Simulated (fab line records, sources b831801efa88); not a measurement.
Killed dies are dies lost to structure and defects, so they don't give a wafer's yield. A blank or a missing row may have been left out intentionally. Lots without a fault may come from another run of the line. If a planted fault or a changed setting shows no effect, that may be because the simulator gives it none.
Tool commonality check    flow gf180mcu    36 wafers sampled across 12 lots

## WHAT PROMPTED THE OPENING
At GF_VT_IMPLANT_TW_MEAS_43 the reading VT_IMPLANT_4_TW is flagged on 1 of 12 lots. Wafers without a fault read 694, standard deviation 5.9.
Rule: a lot is flagged when every wafer of it that has a number lies more than 4 standard deviations from that mean, or none has a number. The rest of the lots are taken to be sound.

lot   measured      on            VT_IMPLANT_4_TW, wafer by wafer  flag
L300  day 7 19:32   filmMetro-03  692 690 691                      
L302  day 8 07:31   filmMetro-03  701 695 701                      
L303  day 8 13:18   filmMetro-01  698 700 702                      
L305  day 9 04:46   filmMetro-04  687 689 685                      
L307  day 9 18:19   filmMetro-04  687 688 689                      
L308  day 10 05:11  filmMetro-04  684 683 689                      
L310  day 10 21:46  filmMetro-03  693 695 693                      
L312  day 11 07:31  filmMetro-03  692 693 690                      
L313  day 11 12:16  filmMetro-03  691 695 692                      
L314  day 11 20:23  filmMetro-04  683 687 687                      
L316  day 12 10:20  filmMetro-01  30 30 30                         FLAGGED
L317  day 12 14:43  filmMetro-01  701 701 704                      
On average the flagged lots read 30, which is -664 against the usual, or -99 or more standard deviations.

## LOT BY LOT: THE TOOL USED
Before the reading, the record contains 3 process steps out of a 602-step route. Each cell gives the tool, then ch followed by the chambers the sampled wafers passed through, then the start.
lot   flag     GF_DNWELL_STRIP_08                  GF_VT_IMPLANT_STRIP_31               GF_VT_IMPLANT_STRIP_42
L300           plasmaAsher-02 ch 0,1, day 3 00:19  plasmaAsher-01 ch 0, day 7 03:41     plasmaAsher-02 ch 0,1, day 7 19:26
L302           plasmaAsher-01 ch 0,1, day 3 09:58  plasmaAsher-01 ch 0,1, day 7 15:19   plasmaAsher-02 ch 0,1, day 8 07:25
L303           plasmaAsher-01 ch 0,1, day 3 15:19  plasmaAsher-04 ch 0,1, day 7 20:57   plasmaAsher-04 ch 0,1, day 8 13:12
L305           plasmaAsher-03 ch 0,1, day 4 02:37  plasmaAsher-02 ch 0,1, day 8 11:04   plasmaAsher-04 ch 0,1, day 9 04:40
L307           plasmaAsher-03 ch 0,1, day 4 12:40  plasmaAsher-02 ch 0,1, day 9 00:17   plasmaAsher-04 ch 0,1, day 9 18:12
L308           plasmaAsher-01 ch 0,1, day 4 22:53  plasmaAsher-04 ch 0,1, day 9 11:41   plasmaAsher-02 ch 0,1, day 10 05:05
L310           plasmaAsher-01 ch 0,1, day 5 08:53  plasmaAsher-02 ch 0,1, day 10 03:13  plasmaAsher-04 ch 0,1, day 10 21:40
L312           plasmaAsher-02 ch 0,1, day 5 17:17  plasmaAsher-01 ch 0,1, day 10 12:37  plasmaAsher-04 ch 0,1, day 11 07:25
L313           plasmaAsher-02 ch 0,1, day 5 21:43  plasmaAsher-04 ch 0,1, day 10 17:33  plasmaAsher-02 ch 0,1, day 11 12:10
L314           plasmaAsher-03 ch 0,1, day 6 03:24  plasmaAsher-02 ch 0,1, day 11 01:55  plasmaAsher-04 ch 0,1, day 11 20:17
L316  FLAGGED  plasmaAsher-03 ch 0,1, day 6 14:22  plasmaAsher-04 ch 0,1, day 11 14:37  plasmaAsher-01 ch 0,1, day 12 10:14
L317           plasmaAsher-01 ch 0,1, day 6 17:58  plasmaAsher-02 ch 0,1, day 11 19:36  plasmaAsher-02 ch 0,1, day 12 14:37
What is done by these steps:
- GF_DNWELL_STRIP_08: strips in O2/N2.
- GF_VT_IMPLANT_STRIP_31: strips in O2/N2.
- GF_VT_IMPLANT_STRIP_42: strips in O2/N2.
- GF_VT_IMPLANT_TW_MEAS_43

## FLAGGED AGAINST TOTAL, ONE TOOL AT A TIME (gauges that did the reading follow at the end)
step                      tool            lots run  flagged  share of the flagged lots  sound lots run after its first flagged lot
GF_DNWELL_STRIP_08        plasmaAsher-01  5         0        none                       -
GF_DNWELL_STRIP_08        plasmaAsher-02  3         0        none                       -
GF_DNWELL_STRIP_08        plasmaAsher-03  4         1        all                        0
GF_VT_IMPLANT_STRIP_31    plasmaAsher-01  3         0        none                       -
GF_VT_IMPLANT_STRIP_31    plasmaAsher-02  5         0        none                       -
GF_VT_IMPLANT_STRIP_31    plasmaAsher-04  4         1        all                        0
GF_VT_IMPLANT_STRIP_42    plasmaAsher-01  1         1        all                        0
GF_VT_IMPLANT_STRIP_42    plasmaAsher-02  5         0        none                       -
GF_VT_IMPLANT_STRIP_42    plasmaAsher-04  6         0        none                       -
GF_VT_IMPLANT_TW_MEAS_43  filmMetro-01    3         1        all                        1 (L317)
GF_VT_IMPLANT_TW_MEAS_43  filmMetro-03    5         0        none                       -
GF_VT_IMPLANT_TW_MEAS_43  filmMetro-04    4         0        none                       -

## WHAT IS ALLOWED BY THE TABLE
4 rows of the table ran every flagged lot: plasmaAsher-03 at GF_DNWELL_STRIP_08, plasmaAsher-04 at GF_VT_IMPLANT_STRIP_31, plasmaAsher-01 at GF_VT_IMPLANT_STRIP_42, filmMetro-01 at GF_VT_IMPLANT_TW_MEAS_43.
- plasmaAsher-03 at GF_DNWELL_STRIP_08 ran 4 lots, 1 of them flagged. It ran its last sound lot, L314, at day 6 03:24 and its first flagged lot, L316, at day 6 14:22: a fault with its onset between the two fits.
- plasmaAsher-04 at GF_VT_IMPLANT_STRIP_31 ran 4 lots, 1 of them flagged. It ran its last sound lot, L313, at day 10 17:33 and its first flagged lot, L316, at day 11 14:37: a fault with its onset between the two fits. Its own readings (oesProductAu) fall more than 4 standard deviations out on all wafers of the flagged lots.
- plasmaAsher-01 at GF_VT_IMPLANT_STRIP_42: 1 of its 1 lot flagged. With no sound lot run before its first flagged lot in this sample, there is nothing to narrow down the start. Its own readings (stripTimeToEndpointS) fall more than 4 standard deviations out on all wafers of the flagged lots.
- filmMetro-01 at GF_VT_IMPLANT_TW_MEAS_43 ran 3 lots, 1 of them flagged. After the first flagged lot (L317), sound lots still ran on it; a lasting fault on the whole tool would not permit that.
These 3 tools cannot be told apart by counting lots, since each of them fits a fault that started at some hour. More lots, or a look at what each step does to the wafer, might.

## WHAT THE SIMULATOR HAD INSERTED
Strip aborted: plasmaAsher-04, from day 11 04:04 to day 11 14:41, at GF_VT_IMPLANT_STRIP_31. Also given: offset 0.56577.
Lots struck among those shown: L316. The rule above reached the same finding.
